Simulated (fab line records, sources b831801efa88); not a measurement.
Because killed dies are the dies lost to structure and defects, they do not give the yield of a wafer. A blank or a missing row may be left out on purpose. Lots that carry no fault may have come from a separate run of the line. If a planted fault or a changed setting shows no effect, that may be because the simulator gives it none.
fab line records | flow gf180mcu
record lots=11 | wafers=33 | lastDay=34
route steps=602 shown CONTACT@311 M1@317
lots that met no fault: taken from a fault-free run of the same line
startH: hours from the record's opening day to when the first of the lot's shown wafers began | waitH: hours from the lot's prior step to this one | " identical to the entry in the row above | L1.1+2: one row covering several wafers at once | - either no value or no given start | * or withheld: withheld | < > ~ a bound
route shown NAME@n: names a module that has steps shown in the file, with the first one's number in the route | usual: the fault-free wafers' mean and standard deviation | same: alike in all rows | chamber/n: place in a boat | sites: the reading at each site | _std_site: standard deviation of those values | _edge_site: outer sites' mean less inner sites' | radiusMm: for every site, how far away it sits from the centre of the wafer | mask NAME#n: copy n | behind: the tool/chamber that last shaped the wafer | hold: cause of the lot's hold/its duration in hours/its outcome | device: transistor that didn't switch, given as n, p or np | end of line: tests of these same wafers at the route's end | a step given without rows: its recipe and nothing more | killed: count of dies lost to structure and defects at first sort (not the wafer's yield) | map: the dies of a wafer, with x for killed, . for not killed, _ for no die there
set.NAME: the setting the step ran with; set.NAME@STEP: the setting that earlier step ran with | model.NAME: the simulator's own value behind a step, which no gauge read
route steps across a sampled set of lots; one table per step, one row per wafer
services: a tool's chamber out of use, with start hour (startH, from the record's first day; less than 0 if before it), hours out, and reason
## steps
# step GF_CONTACT_CVD_24
# recipe material=W | targetThkNm=300 | timeS=90.339 | tempC=400 | pressureTorr=40
# usual heaterPowerW=843/66 | susceptorTempC=400.01/0.21
lot.wafer | tool    | chamber | startH | waitH | heaterPowerW | susceptorTempC
L258.2    | cvdW-01 | 0       | 369.12 | 0.0   | 756          | 400.32
L258.4    | "       | 1       | "      | "     | 967          | 399.76
L258.5    | "       | 1       | "      | "     | 960          | 400.46
L259.1    | cvdW-02 | 0       | 381.65 | 0.0   | 813          | 400.32
L259.3    | "       | 1       | "      | "     | 854          | 399.78
L259.5    | "       | 1       | "      | "     | 837          | 400.00
L260.2    | cvdW-01 | 0       | 385.09 | 0.0   | 762          | 399.84
L260.4    | "       | 0       | "      | "     | 759          | 399.83
L260.5    | "       | 0       | "      | "     | 732          | 399.95
L265.1    | cvdW-02 | 0       | 437.12 | 0.0   | 836          | 399.93
L265.3    | "       | 0       | "      | "     | 822          | 399.93
L265.5    | "       | 0       | "      | "     | 826          | 400.07
L268.1    | cvdW-02 | 0       | 460.41 | 0.0   | 823          | 399.92
L268.4    | "       | 0       | "      | "     | 852          | 399.75
L268.6    | "       | 1       | "      | "     | 858          | 399.95
L271.1    | cvdW-02 | 1       | 484.10 | 0.0   | 843          | 399.93
L271.4    | "       | 0       | "      | "     | 842          | 399.86
L271.6    | "       | 0       | "      | "     | 851          | 400.07
L274.3    | cvdW-02 | 1       | 512.91 | 0.1   | 834          | 399.92
L274.5    | "       | 0       | "      | "     | 844          | 399.56
L274.6    | "       | 1       | "      | "     | 851          | 399.98
L275.3    | cvdW-02 | 1       | 516.15 | 0.1   | 835          | 400.05
L275.5    | "       | 1       | "      | "     | 854          | 399.97
L275.6    | "       | 0       | "      | "     | 821          | 399.85
L277.1    | cvdW-02 | 1       | 532.25 | 0.0   | 840          | 400.00
L277.5    | "       | 1       | "      | "     | 847          | 400.06
L277.6    | "       | 0       | "      | "     | 837          | 399.78
L279.3    | cvdW-01 | 1       | 547.13 | 0.1   | 935          | 399.93
L279.4    | "       | 0       | "      | "     | 741          | 399.87
L279.6    | "       | 0       | "      | "     | 731          | 400.09
L280.1    | cvdW-01 | 0       | 571.27 | 0.0   | 709          | 400.18
L280.2    | "       | 1       | "      | "     | 924          | 399.90
L280.6    | "       | 1       | "      | "     | 983          | 400.08
# step GF_CONTACT_RS_MEAS_25
# recipe thkMeasGauge=four-point-probe | reads=W_of_CONTACT_CVD_24+TiN_of_CONTACT_SPUTTER_23+Ti_of_CONTACT_SPUTTER_22
# usual CONTACT_W_RS=0.385/0.0046
lot.wafer | tool         | chamber | startH | waitH | CONTACT_W_RS[ohm/sq]
L258.2    | filmMetro-03 | -       | 369.25 | 0.1   | 0.377
L258.4    | "            | -       | "      | "     | 0.389
L258.5    | "            | -       | "      | "     | 0.386
L259.1    | filmMetro-03 | -       | 381.75 | 0.1   | 0.383
L259.3    | "            | -       | "      | "     | 0.381
L259.5    | "            | -       | "      | "     | 0.385
L260.2    | filmMetro-02 | -       | 385.21 | 0.1   | 0.381
L260.4    | "            | -       | "      | "     | 0.381
L260.5    | "            | -       | "      | "     | 0.383
L265.1    | filmMetro-02 | -       | 437.22 | 0.1   | 0.385
L265.3    | "            | -       | "      | "     | 0.382
L265.5    | "            | -       | "      | "     | 0.387
L268.1    | filmMetro-03 | -       | 460.51 | 0.1   | 0.383
L268.4    | "            | -       | "      | "     | 0.384
L268.6    | "            | -       | "      | "     | 0.390
L271.1    | filmMetro-02 | -       | 484.20 | 0.1   | 0.393
L271.4    | "            | -       | "      | "     | 0.387
L271.6    | "            | -       | "      | "     | 0.384
L274.3    | filmMetro-02 | -       | 513.02 | 0.1   | 0.388
L274.5    | "            | -       | "      | "     | 0.390
L274.6    | "            | -       | "      | "     | 0.292
L275.3    | filmMetro-03 | -       | 516.25 | 0.1   | 0.390
L275.5    | "            | -       | "      | "     | 0.390
L275.6    | "            | -       | "      | "     | 0.291
L277.1    | filmMetro-02 | -       | 532.35 | 0.1   | 0.288
L277.5    | "            | -       | "      | "     | 0.380
L277.6    | "            | -       | "      | "     | 0.287
L279.3    | filmMetro-01 | -       | 547.24 | 0.1   | 0.378
L279.4    | "            | -       | "      | "     | 0.385
L279.6    | "            | -       | "      | "     | 0.381
L280.1    | filmMetro-01 | -       | 571.37 | 0.1   | 0.386
L280.2    | "            | -       | "      | "     | 0.381
L280.6    | "            | -       | "      | "     | 0.379
# step GF_CONTACT_THK_MEAS_26
# recipe thkMeasGauge=xrf | reads=W_of_CONTACT_CVD_24
# usual CONTACT_W_THK=296/5.1
lot.wafer | tool         | chamber | startH | waitH | CONTACT_W_THK[nm]
L258.2    | filmMetro-03 | -       | 369.36 | 0.1   | 299
L258.4    | "            | -       | "      | "     | 290
L258.5    | "            | -       | "      | "     | 292
L259.1    | filmMetro-03 | -       | 381.87 | 0.1   | 295
L259.3    | "            | -       | "      | "     | 296
L259.5    | "            | -       | "      | "     | 294
L260.2    | filmMetro-02 | -       | 385.32 | 0.1   | 295
L260.4    | "            | -       | "      | "     | 296
L260.5    | "            | -       | "      | "     | 295
L265.1    | filmMetro-02 | -       | 437.34 | 0.1   | 296
L265.3    | "            | -       | "      | "     | 298
L265.5    | "            | -       | "      | "     | 294
L268.1    | filmMetro-03 | -       | 460.63 | 0.1   | 295
L268.4    | "            | -       | "      | "     | 296
L268.6    | "            | -       | "      | "     | 291
L271.1    | filmMetro-02 | -       | 484.32 | 0.1   | 288
L271.4    | "            | -       | "      | "     | 292
L271.6    | "            | -       | "      | "     | 295
L274.3    | filmMetro-02 | -       | 513.12 | 0.1   | 290
L274.5    | "            | -       | "      | "     | 289
L274.6    | "            | -       | "      | "     | 384
L275.3    | filmMetro-03 | -       | 516.35 | 0.1   | 287
L275.5    | "            | -       | "      | "     | 288
L275.6    | "            | -       | "      | "     | 384
L277.1    | filmMetro-02 | -       | 532.47 | 0.1   | 389
L277.5    | "            | -       | "      | "     | 299
L277.6    | "            | -       | "      | "     | 390
L279.3    | filmMetro-01 | -       | 547.34 | 0.1   | 305
L279.4    | "            | -       | "      | "     | 300
L279.6    | "            | -       | "      | "     | 300
L280.1    | filmMetro-01 | -       | 571.49 | 0.1   | 300
L280.2    | "            | -       | "      | "     | 305
L280.6    | "            | -       | "      | "     | 305
# step GF_CONTACT_CMP_27
# recipe stopOn=SiO2 | downForcePsi=3.5 | platenRpm=60 | tOverpolishS=15 | targetThkNm=0 | padVelocityMS=0.94248
# usual motorCurrentA=11.0/1.4 | platenRpm=60.00/0.045 | timeToEndpointS=73/3.5
lot.wafer | tool   | chamber | startH | waitH | motorCurrentA | platenRpm | timeToEndpointS
L258.2    | cmp-02 | 2       | 369.67 | 0.3   | 13.4          | 60.03     | 76
L258.4    | "      | 0       | "      | "     | 11.5          | 60.00     | 75
L258.5    | "      | 1       | "      | "     | 13.3          | 60.00     | 70
L259.3    | cmp-01 | 2       | 381.98 | 0.1   | 10.4          | 60.00     | 68
L259.1    | "      | 0       | "      | "     | 10.5          | 60.02     | 75
L259.5    | "      | 1       | "      | "     | 9.6           | 60.00     | 76
L260.4    | cmp-02 | 0       | 385.37 | 0.0   | 11.0          | 60.03     | 72
L260.2    | "      | 3       | "      | "     | 9.8           | 59.96     | 67
L260.5    | "      | 1       | "      | "     | 12.7          | 60.03     | 72
L265.3    | cmp-02 | 0       | 437.45 | 0.1   | 11.6          | 60.05     | 76
L265.1    | "      | 2       | "      | "     | 13.8          | 60.06     | 77
L265.5    | "      | 3       | "      | "     | 9.3           | 60.05     | 71
L268.1    | cmp-02 | 0       | 460.89 | 0.2   | 11.2          | 59.93     | 75
L268.4    | "      | 2       | "      | "     | 13.4          | 59.97     | 78
L268.6    | "      | 1       | "      | "     | 12.3          | 59.98     | 74
L271.1    | cmp-02 | 2       | 484.48 | 0.1   | 13.8          | 59.96     | 75
L271.4    | "      | 3       | "      | "     | 9.8           | 59.99     | 68
L271.6    | "      | 1       | "      | "     | 11.8          | 60.02     | 74
L274.3    | cmp-02 | 3       | 513.16 | 0.0   | 10.0          | 59.93     | 71
L274.6    | "      | 3       | "      | "     | 9.4           | 59.96     | 90
L274.5    | "      | 0       | "      | "     | 11.2          | 60.11     | 75
L275.3    | cmp-01 | 2       | 516.54 | 0.2   | 10.8          | 60.00     | 65
L275.6    | "      | 3       | "      | "     | 9.0           | 59.92     | 90
L275.5    | "      | 0       | "      | "     | 11.0          | 60.03     | 70
L277.1    | cmp-01 | 2       | 532.68 | 0.2   | 11.0          | 60.02     | 90
L277.5    | "      | 3       | "      | "     | 10.0          | 60.02     | 67
L277.6    | "      | 0       | "      | "     | 10.7          | 60.00     | 100
L279.3    | cmp-02 | 2       | 547.38 | 0.0   | 13.1          | 60.02     | 80
L279.4    | "      | 1       | "      | "     | 12.4          | 59.96     | 73
L279.6    | "      | 2       | "      | "     | 13.9          | 59.97     | 75
L280.2    | cmp-01 | 1       | 571.60 | 0.1   | 8.7           | 60.04     | 76
L280.1    | "      | 2       | "      | "     | 11.2          | 59.95     | 69
L280.6    | "      | 1       | "      | "     | 9.7           | 60.03     | 77
# step GF_M1_SPUTTER_02
# recipe material=AlCu | targetThkNm=450 | powerW=10600 | timeS=23.9 | chamberPressurePa=0.4
# usual throttleValvePct=30.0/0.82
lot.wafer | tool          | chamber | startH | waitH | throttleValvePct
L258.2    | pvdSputter-02 | -       | 370.05 | 0.0   | 28.7
L258.4    | "             | -       | "      | "     | 31.0
L258.5    | "             | -       | "      | "     | 30.1
L259.1    | pvdSputter-04 | -       | 382.36 | 0.0   | 31.2
L259.3    | "             | -       | "      | "     | 31.7
L259.5    | "             | -       | "      | "     | 29.5
L260.2    | pvdSputter-02 | -       | 385.80 | 0.0   | 29.1
L260.4    | "             | -       | "      | "     | 30.0
L260.5    | "             | -       | "      | "     | 29.8
L265.1    | pvdSputter-04 | -       | 437.83 | 0.0   | 31.3
L265.3    | "             | -       | "      | "     | 30.8
L265.5    | "             | -       | "      | "     | 31.6
L268.1    | pvdSputter-04 | -       | 461.32 | 0.0   | 31.3
L268.4    | "             | -       | "      | "     | 31.5
L268.6    | "             | -       | "      | "     | 30.2
L271.1    | pvdSputter-04 | -       | 484.81 | 0.0   | 31.5
L271.4    | "             | -       | "      | "     | 29.4
L271.6    | "             | -       | "      | "     | 31.1
L274.3    | pvdSputter-01 | -       | 513.59 | 0.0   | 29.0
L274.5    | "             | -       | "      | "     | 29.1
L274.6    | "             | -       | "      | "     | 30.3
L275.3    | pvdSputter-04 | -       | 516.82 | 0.0   | 31.1
L275.5    | "             | -       | "      | "     | 30.9
L275.6    | "             | -       | "      | "     | 31.3
L277.1    | pvdSputter-02 | -       | 532.96 | 0.0   | 28.8
L277.5    | "             | -       | "      | "     | 29.1
L277.6    | "             | -       | "      | "     | 29.9
L279.3    | pvdSputter-01 | -       | 547.81 | 0.0   | 30.1
L279.4    | "             | -       | "      | "     | 29.9
L279.6    | "             | -       | "      | "     | 29.8
L280.1    | pvdSputter-01 | -       | 571.98 | 0.0   | 30.4
L280.2    | "             | -       | "      | "     | 30.1
L280.6    | "             | -       | "      | "     | 30.4
# step GF_M1_METAL_ETCH_16
# recipe chemistry=Cl2/BCl3 | maskMaterial=KrF | targetDepthNm=750.8 | stopOn=SiO2 | pressureMtorr=8 | icpW=800 | biasW=140 | Cl2_flow_sccm=80 | bcl3FlowSccm=40 | timeS=125.1
# usual bcl3FlowSccm=40.00/0.11 | drypumpMotorCurrentA=5.8/0.52 | oesProductAu=0.991/0.007 | throttleValvePct=28.230/0.01
lot.wafer | tool        | chamber | startH | waitH | bcl3FlowSccm | drypumpMotorCurrentA | oesProductAu | rfHoursCounterH | throttleValvePct
L258.2    | rieMetal-02 | 1       | 393.29 | 0.0   | 39.99        | 6.4                  | 1.002        | 4               | 28.215
L258.4    | "           | 0       | "      | "     | 39.90        | 5.1                  | 0.969        | -               | 28.254
L258.5    | "           | 1       | "      | "     | 39.94        | 6.4                  | 0.988        | -               | 28.229
L259.1    | rieMetal-02 | 0       | 405.68 | 0.0   | 39.82        | 5.1                  | 0.982        | 3               | 28.221
L259.3    | "           | 1       | "      | "     | 39.97        | 6.4                  | 0.994        | -               | 28.236
L259.5    | "           | 1       | "      | "     | 40.03        | 6.4                  | 0.990        | -               | 28.230
L260.2    | rieMetal-02 | 1       | 409.18 | 0.0   | 40.00        | 6.4                  | 0.988        | 5               | 28.233
L260.4    | "           | 1       | "      | "     | 39.91        | 6.4                  | 1.006        | -               | 28.217
L260.5    | "           | 1       | "      | "     | 39.84        | 6.4                  | 0.997        | -               | 28.212
L265.1    | rieMetal-02 | 1       | 462.58 | 0.0   | 39.94        | 6.4                  | 0.991        | 6               | 28.241
L265.3    | "           | 1       | "      | "     | 40.07        | 6.4                  | 0.980        | -               | 28.242
L265.5    | "           | 1       | "      | "     | 40.07        | 6.4                  | 0.989        | -               | 28.245
L268.1    | rieMetal-01 | 1       | 486.24 | 0.0   | 39.95        | 6.1                  | 0.990        | 8               | 28.223
L268.4    | "           | 1       | "      | "     | 39.86        | 6.1                  | 0.992        | -               | 28.229
L268.6    | "           | 1       | "      | "     | 39.88        | 6.1                  | 0.993        | -               | 28.210
L271.1    | rieMetal-02 | 1       | 508.53 | 0.0   | 40.04        | 6.4                  | 0.995        | 7               | 28.234
L271.4    | "           | 1       | "      | "     | 40.11        | 6.4                  | 0.991        | -               | 28.237
L271.6    | "           | 0       | "      | "     | 39.95        | 5.1                  | 0.982        | -               | 28.228
L274.3    | rieMetal-01 | 0       | 536.59 | 0.1   | 39.94        | 5.3                  | 0.982        | -               | 28.232
L274.5    | "           | 1       | "      | "     | 40.00        | 6.1                  | 0.997        | -               | 28.213
L274.6    | "           | 0       | "      | "     | 39.94        | 5.3                  | 0.980        | -               | 28.236
L275.3    | rieMetal-02 | 1       | 540.22 | 0.1   | 39.98        | 6.4                  | 0.997        | -               | 28.231
L275.5    | "           | 1       | "      | "     | 40.12        | 6.4                  | 0.994        | -               | 28.217
L275.6    | "           | 0       | "      | "     | 40.14        | 5.1                  | 0.983        | -               | 28.231
L277.1    | rieMetal-02 | 0       | 555.22 | 0.0   | 40.02        | 5.1                  | 0.989        | 7               | 28.240
L277.5    | "           | 0       | "      | "     | 40.06        | 5.1                  | 0.987        | -               | 28.214
L277.6    | "           | 1       | "      | "     | 40.09        | 6.4                  | 0.996        | -               | 28.236
L279.3    | rieMetal-03 | 0       | 570.27 | 0.1   | 39.94        | 5.9                  | 0.993        | -               | 28.235
L279.4    | "           | 1       | "      | "     | 39.96        | 6.2                  | 0.995        | -               | 28.235
L279.6    | "           | 0       | "      | "     | 39.82        | 5.9                  | 0.991        | -               | 28.229
L280.1    | rieMetal-02 | 0       | 593.58 | 0.0   | 40.00        | 5.1                  | 0.991        | 8               | 28.233
L280.2    | "           | 1       | "      | "     | 39.97        | 6.4                  | 0.990        | 9               | 28.246
L280.6    | "           | 1       | "      | "     | 40.02        | 6.4                  | 0.993        | -               | 28.236
# step GF_M1_STRIP_17
# recipe chemistry=O2/N2 | powerW=1400 | pressureMtorr=1500 | platenTempC=250 | o2FlowSccm=3000 | n2FlowSccm=300 | overashFraction=0.5
# usual drypumpMotorCurrentA=5.6/0.41 | heaterPowerW=367/36 | oesProductAu=0.537/0.0048 | platenTempC=250.00/0.18 | stripTimeToEndpointS=7.37/0.049
lot.wafer | tool           | chamber | startH | waitH | drypumpMotorCurrentA | heaterPowerW | oesProductAu | platenTempC | rfHoursCounterH | stripTimeToEndpointS
L258.2    | plasmaAsher-03 | 0       | 393.46 | 0.1   | 5.7                  | 383          | 0.530        | 250.04      | 27              | 7.34
L258.4    | "              | 0       | "      | "     | 5.7                  | 386          | 0.542        | 250.00      | -               | 7.52
L258.5    | "              | 0       | "      | "     | 5.7                  | 376          | 0.542        | 250.10      | -               | 7.35
L259.1    | plasmaAsher-04 | 0       | 405.81 | 0.1   | 5.7                  | 336          | 0.539        | 249.92      | 76              | 7.35
L259.3    | "              | 1       | "      | "     | 5.1                  | 357          | 0.532        | 250.11      | -               | 7.28
L259.5    | "              | 1       | "      | "     | 5.1                  | 343          | 0.531        | 250.05      | -               | 7.31
L260.2    | plasmaAsher-04 | 1       | 409.35 | 0.1   | 5.1                  | 345          | 0.535        | 249.91      | 77              | 7.36
L260.4    | "              | 0       | "      | "     | 5.7                  | 340          | 0.536        | 249.64      | -               | 7.32
L260.5    | "              | 1       | "      | "     | 5.1                  | 346          | 0.537        | 249.61      | -               | 7.34
L265.1    | plasmaAsher-04 | 1       | 462.71 | 0.1   | 5.1                  | 350          | 0.538        | 249.86      | 83              | 7.39
L265.3    | "              | 1       | "      | "     | 5.1                  | 338          | 0.539        | 250.21      | -               | 7.39
L265.5    | "              | 1       | "      | "     | 5.1                  | 351          | 0.535        | 250.05      | -               | 7.35
L268.1    | plasmaAsher-04 | 1       | 486.50 | 0.2   | 5.1                  | 345          | 0.536        | 249.81      | 85              | 7.35
L268.4    | "              | 1       | "      | "     | 5.1                  | 343          | 0.534        | 250.22      | -               | 7.32
L268.6    | "              | 0       | "      | "     | 5.7                  | 335          | 0.538        | 250.30      | -               | 7.31
L271.1    | plasmaAsher-03 | 0       | 508.66 | 0.1   | 5.7                  | 376          | 0.542        | 249.95      | 38              | 7.33
L271.4    | "              | 1       | "      | "     | 5.1                  | 449          | 0.532        | 249.86      | -               | 7.32
L271.6    | "              | 1       | "      | "     | 5.1                  | 443          | 0.534        | 249.61      | -               | 7.33
L274.3    | plasmaAsher-03 | 1       | 536.71 | 0.1   | 5.1                  | 444          | 0.549        | 249.81      | -               | 7.41
L274.5    | "              | 0       | "      | "     | 5.7                  | 376          | 0.535        | 249.80      | -               | 7.35
L274.6    | "              | 1       | "      | "     | 5.0                  | 441          | 0.541        | 249.81      | -               | 7.40
L275.3    | plasmaAsher-03 | 0       | 540.34 | 0.1   | 5.7                  | 390          | 0.535        | 250.09      | -               | 7.32
L275.5    | "              | 1       | "      | "     | 5.1                  | 439          | 0.540        | 249.85      | -               | 7.37
L275.6    | "              | 0       | "      | "     | 5.7                  | 378          | 0.537        | 249.94      | -               | 7.37
L277.1    | plasmaAsher-01 | 1       | 555.35 | 0.1   | 6.2                  | 357          | 0.540        | 250.27      | 14              | 7.40
L277.5    | "              | 1       | "      | "     | 6.2                  | 355          | 0.541        | 250.01      | -               | 7.36
L277.6    | "              | 0       | "      | "     | 5.9                  | 341          | 0.533        | 249.68      | -               | 7.38
L279.3    | plasmaAsher-03 | 1       | 570.39 | 0.1   | 5.1                  | 436          | 0.539        | 250.30      | -               | 7.35
L279.4    | "              | 0       | "      | "     | 5.7                  | 377          | 0.537        | 250.26      | -               | 7.33
L279.6    | "              | 1       | "      | "     | 5.1                  | 438          | 0.536        | 250.38      | -               | 7.27
L280.1    | plasmaAsher-01 | 0       | 593.71 | 0.1   | 5.9                  | 350          | 0.541        | 249.85      | 18              | 7.39
L280.2    | "              | 1       | "      | "     | 6.2                  | 358          | 0.534        | 249.92      | 18              | 7.37
L280.6    | "              | 1       | "      | "     | 6.2                  | 359          | 0.543        | 249.88      | -               | 7.32
## services
tool           | chamber | startH | hours | kind
cvdW-02        | 1       | 346.20 | 4.2   | repair
cmp-01         | -       | 354.23 | 2.0   | repair
plasmaAsher-03 | -       | 365.41 | 3.3   | repair
cmp-01         | -       | 367.77 | 3.6   | pm
plasmaAsher-03 | -       | 368.67 | 1.5   | repair
cmp-02         | -       | 376.52 | 3.6   | repair
cvdW-01        | -       | 390.00 | 14.0  | pm
plasmaAsher-03 | -       | 397.89 | 15.6  | pm
cmp-02         | -       | 404.27 | 4.0   | pm
cmp-01         | -       | 405.36 | 3.6   | repair
cmp-01         | -       | 427.27 | 2.4   | repair
pvdSputter-01  | -       | 432.86 | 0.8   | repair
pvdSputter-02  | -       | 434.29 | 0.6   | repair
cmp-01         | -       | 451.44 | 3.9   | repair
cmp-01         | -       | 455.34 | 6.7   | pm
pvdSputter-04  | -       | 464.76 | 3.6   | repair
cmp-01         | -       | 511.30 | 1.7   | repair
cvdW-01        | -       | 513.03 | 4.3   | pm
pvdSputter-02  | -       | 542.41 | 5.5   | repair
cmp-02         | -       | 556.30 | 5.4   | pm
pvdSputter-04  | -       | 565.59 | 16.2  | repair
cmp-02         | -       | 566.81 | 1.6   | repair
cmp-01         | -       | 572.25 | 4.0   | pm
cmp-01         | -       | 589.61 | 6.9   | repair
## key
firstSign step=GF_CONTACT_RS_MEAS_25 | reading=CONTACT_W_RS | direction=down | sigmas=21 | usual=0.385 | struck=0.289
effect step=GF_CONTACT_THK_MEAS_26 | reading=CONTACT_W_THK | direction=up | sigmas=18 | usual=296 | struck=387
effect step=GF_CONTACT_CMP_27 | reading=timeToEndpointS | direction=up | sigmas=5.6 | usual=* | struck=*
metAt GF_CONTACT_CVD_24
struckLots L274,L275,L277
struckWafers L274.6,L275.6,L277.1,L277.6
testerLeftOut L274,L275,L277
notActingAt GF_M1_SPUTTER_02,GF_M1_METAL_ETCH_16,GF_M1_STRIP_17
onsetBetween 484.10 512.91
fault kind=processParameterDrift | tool=cvdW-02 | chamber=- | onsetH=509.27 | steps=GF_CONTACT_CVD_24 | channel=targetThkNm | offset=97.211 | shape=step | endH=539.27 | scope=struckWafersOnly | actsIn=theseRecipesOnly | stated=300
# testerLeftOut: of these lots the tester's yield and bins aren't shown, on N5 and GAA mostly nor the transistor test; their killed dies are dies lost to structure and defects alone, not to doping, threshold or leakage, so they don't give the yield
